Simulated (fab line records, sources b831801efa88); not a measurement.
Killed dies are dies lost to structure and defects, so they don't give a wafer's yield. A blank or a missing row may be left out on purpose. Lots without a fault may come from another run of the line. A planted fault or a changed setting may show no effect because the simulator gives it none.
Which tool did it? | flow gf180mcu | 12 lots, 36 wafers sampled, at 6 steps of a route of 602

WHAT THE GAUGES READ, wafer by wafer
GF_STI_THK_MEAS_04.
lot  | measured    | on            | STI_CVD_03_THK (nm)
L124 | day 1 14:10 | film_metro-03 | 208.5 206.4 209.4
L125 | day 1 18:34 | film_metro-01 | 204.4 204.1 205.7
L126 | day 1 23:34 | film_metro-02 | 208.2 207.7 208.3
L129 | day 2 14:34 | film_metro-02 | 205.3 205.2 204.8
L131 | day 3 00:34 | film_metro-01 | 209.1 210.4 211.3
L135 | day 3 21:17 | film_metro-03 | 206.5 207.2 207.2
L138 | day 4 11:34 | film_metro-02 | 219.7 219.9 217.5
L141 | day 5 03:00 | film_metro-01 | 209.6 210.1 208.3
L142 | day 5 08:10 | film_metro-01 | 209.1 207.3 208.8
L143 | day 5 12:34 | film_metro-02 | 206.5 206.3 207.7
L145 | day 5 22:34 | film_metro-02 | 205.5 205.6 205.4
L147 | day 6 09:49 | film_metro-03 | 207.4 207.8 208.0

GF_POLY_GATE_OVL_MEAS_11.
lot  | measured     | on         | POLY_GATE_OVL (nm)
L124 | day 9 05:37  | overlay-02 | -4 5 -2
L125 | day 9 09:37  | overlay-01 | -4 -7 1
L126 | day 9 19:46  | overlay-01 | -6 -10 -11
L129 | day 10 18:13 | overlay-01 | -10 -4 -8
L131 | day 11 07:23 | overlay-02 | -3 9 -2
L135 | day 12 12:40 | overlay-02 | -10 1 -2
L138 | day 13 08:13 | overlay-02 | -1 -5 -1
L141 | day 14 04:43 | overlay-01 | 1 -6 -4
L142 | day 14 11:01 | overlay-01 | -7 -4 -15
L143 | day 14 20:25 | overlay-01 | -7 0 -2
L145 | day 15 15:10 | overlay-02 | -8 -5 -10
L147 | day 16 01:28 | overlay-01 | 1 -3 -2

GF_HV_LDD_CD_MEAS_07: target cd 400 nm.
lot  | measured     | on        | cd_nm (nm)
L124 | day 10 00:28 | cd_sem-01 | 399.1 397.6 399.8
L125 | day 10 04:08 | cd_sem-02 | 400.0 400.8 400.7
L126 | day 10 15:40 | cd_sem-02 | 404.6 404.0 402.7
L129 | day 11 14:07 | cd_sem-01 | 400.2 398.2 400.3
L131 | day 12 04:17 | cd_sem-02 | 398.5 396.6 397.9
L135 | day 13 10:04 | cd_sem-02 | 399.7 400.8 400.4
L138 | day 14 05:49 | cd_sem-01 | 400.5 398.8 399.8
L141 | day 15 03:28 | cd_sem-02 | 400.0 400.8 398.8
L142 | day 15 10:40 | cd_sem-02 | 400.4 402.9 399.9
L143 | day 15 19:22 | cd_sem-01 | 399.6 397.4 399.2
L145 | day 16 14:30 | cd_sem-01 | 405.7 407.2 407.7
L147 | day 17 01:26 | cd_sem-01 | 400.5 397.4 401.7

WHICH TOOL RAN EACH LOT (tool, then ch and the chambers of the sampled wafers, then the start)
lot  | GF_STI_CVD_03              | GF_STI_ETCH_13                    | GF_DNWELL_STRIP_08
L124 | lpcvd-01 ch 1, day 1 12:11 | rie_diel-03 ch 1,2, day 2 01:40   | plasma_asher-04 ch 0,1, day 2 19:28
L125 | lpcvd-01 ch 1, day 1 16:34 | rie_diel-04 ch 0,1,3, day 2 06:31 | plasma_asher-03 ch 0,1, day 2 23:35
L126 | lpcvd-02 ch 0, day 1 21:34 | rie_diel-04 ch 0,1,2, day 2 11:31 | plasma_asher-03 ch 0,1, day 3 04:47
L129 | lpcvd-02 ch 0, day 2 12:34 | rie_diel-04 ch 0,1,2, day 3 02:58 | plasma_asher-01 ch 0,1, day 3 22:37
L131 | lpcvd-02 ch 1, day 2 22:34 | rie_diel-01 ch 1,2,3, day 3 13:32 | plasma_asher-04 ch 0,1, day 4 08:01
L135 | lpcvd-01 ch 1, day 3 19:17 | rie_diel-04 ch 0,1,2, day 4 10:25 | plasma_asher-03 ch 0,1, day 5 05:41
L138 | lpcvd-01 ch 0, day 4 09:34 | rie_diel-03 ch 0,2,3, day 5 01:34 | plasma_asher-04 ch 1, day 5 21:34
L141 | lpcvd-01 ch 1, day 5 01:00 | rie_diel-03 ch 1,3, day 5 17:07   | plasma_asher-01 ch 1, day 6 12:37
L142 | lpcvd-02 ch 1, day 5 06:10 | rie_diel-01 ch 1,2,3, day 5 22:31 | plasma_asher-03 ch 0,1, day 6 18:35
L143 | lpcvd-02 ch 0, day 5 10:34 | rie_diel-03 ch 1,2,3, day 6 03:04 | plasma_asher-01 ch 0,1, day 6 23:32
L145 | lpcvd-02 ch 0, day 5 20:34 | rie_diel-04 ch 0,2,3, day 6 13:14 | plasma_asher-01 ch 0,1, day 7 14:23
L147 | lpcvd-02 ch 1, day 6 06:50 | rie_diel-01 ch 0,1, day 7 00:59   | plasma_asher-04 ch 0,1, day 7 22:35
- GF_STI_CVD_03: deposits Si3N4 from DCS/NH3, target thk 207.16 nm, time 3551 s.
- GF_STI_ETCH_13: etches the open film in CHF3/O2, stops on Si, target depth 282.31 nm, time 112.9 s.
- GF_DNWELL_STRIP_08: strips in O2/N2.

WHAT THE TOOLS THEMSELVES READ (means of the sampled wafers that have a number; where no wafer has one, the mark that the record gives instead)
GF_STI_CVD_03.
lot  | tool     | spike_tc_centre_C (C)
L124 | lpcvd-01 | 770.4
L125 | lpcvd-01 | 771.0
L126 | lpcvd-02 | 771.8
L129 | lpcvd-02 | 771.6
L131 | lpcvd-02 | 771.7
L135 | lpcvd-01 | 769.2
L138 | lpcvd-01 | 771.5
L141 | lpcvd-01 | 770.1
L142 | lpcvd-02 | 771.5
L143 | lpcvd-02 | 771.8
L145 | lpcvd-02 | 771.1
L147 | lpcvd-02 | 771.6

GF_STI_ETCH_13.
lot  | tool        | drypump_motor_current_A (A) | oes_product_au (a.u.) | throttle_valve_pct (%)
L124 | rie_diel-03 | 5.7                         | 0.838                 | 8.815
L125 | rie_diel-04 | 5.4                         | 0.831                 | 8.821
L126 | rie_diel-04 | 5.4                         | 0.837                 | 8.818
L129 | rie_diel-04 | 5.4                         | 0.826                 | 8.803
L131 | rie_diel-01 | 5.9                         | 0.836                 | 8.815
L135 | rie_diel-04 | 5.4                         | 0.832                 | 8.808
L138 | rie_diel-03 | 5.5                         | 0.862                 | 8.827
L141 | rie_diel-03 | 5.9                         | 0.835                 | 8.820
L142 | rie_diel-01 | 5.9                         | 0.837                 | 8.816
L143 | rie_diel-03 | 5.8                         | 0.833                 | 8.812
L145 | rie_diel-04 | 5.5                         | 0.829                 | 8.809
L147 | rie_diel-01 | 6.0                         | 0.833                 | 8.802

GF_DNWELL_STRIP_08.
lot  | tool            | drypump_motor_current_A (A) | heater_power_w (W) | n2_flow_sccm (sccm) | oes_product_au (a.u.) | strip_time_to_endpoint_s (s)
L124 | plasma_asher-04 | 6.29                        | 370                | 299.7               | 0.718                 | 37.03
L125 | plasma_asher-03 | 6.15                        | 306                | 300.0               | 0.723                 | 37.16
L126 | plasma_asher-03 | 6.13                        | 307                | 300.6               | 0.719                 | 37.03
L129 | plasma_asher-01 | 6.55                        | 364                | 300.4               | 0.722                 | 37.22
L131 | plasma_asher-04 | 6.30                        | 371                | 299.9               | 0.720                 | 37.15
L135 | plasma_asher-03 | 6.13                        | 308                | 299.6               | 0.720                 | 36.89
L138 | plasma_asher-04 | 6.32                        | 384                | 300.6               | 0.721                 | 36.97
L141 | plasma_asher-01 | 6.52                        | 374                | 300.2               | 0.720                 | 36.96
L142 | plasma_asher-03 | 6.13                        | 322                | 300.0               | 0.725                 | 37.01
L143 | plasma_asher-01 | 6.55                        | 359                | 300.5               | 0.724                 | 36.99
L145 | plasma_asher-01 | 6.56                        | 365                | 300.1               | 0.724                 | 36.99
L147 | plasma_asher-04 | 6.29                        | 378                | 300.4               | 0.723                 | 37.07

THE ANSWER, worked out from the rows above alone
Rule: what is usual is taken from the lots themselves. Put in order of their means at a reading, lots are off if they are a third of the lots or fewer, leave a main group of 4 or more, and stand apart from it by a gap of 3 or more times the standard deviation of the main group's means; of several such gaps the widest counts. A main group whose means are all the same, to the digits that the tables above print for the reading, isn't used. A lot without any number at a reading at which 4 lots or more have one is off too. The other lots that the step has rows for count as sound. The gauges are gone through in route order, then the tools' own readings, and for those a lot's mean is taken as printed above. The first step at which some lot is off is used, and at that step the reading that is off furthest; a lot without a number counts as furthest.
Off: L138, at GF_STI_THK_MEAS_04 (STI_CVD_03_THK). The main group: mean 207.4 nm, standard deviation 1.7.
A tool fits if, at a process step before that reading, it ran every lot that is off, and no sound lot after the first of them. The gauges at GF_STI_THK_MEAS_04 aren't tried: what is off there is off at GF_STI_ETCH_13 too, on other tools, and a gauge's error can't cause that. None of those tried fits.

WHAT THE SIMULATOR HAD PUT IN
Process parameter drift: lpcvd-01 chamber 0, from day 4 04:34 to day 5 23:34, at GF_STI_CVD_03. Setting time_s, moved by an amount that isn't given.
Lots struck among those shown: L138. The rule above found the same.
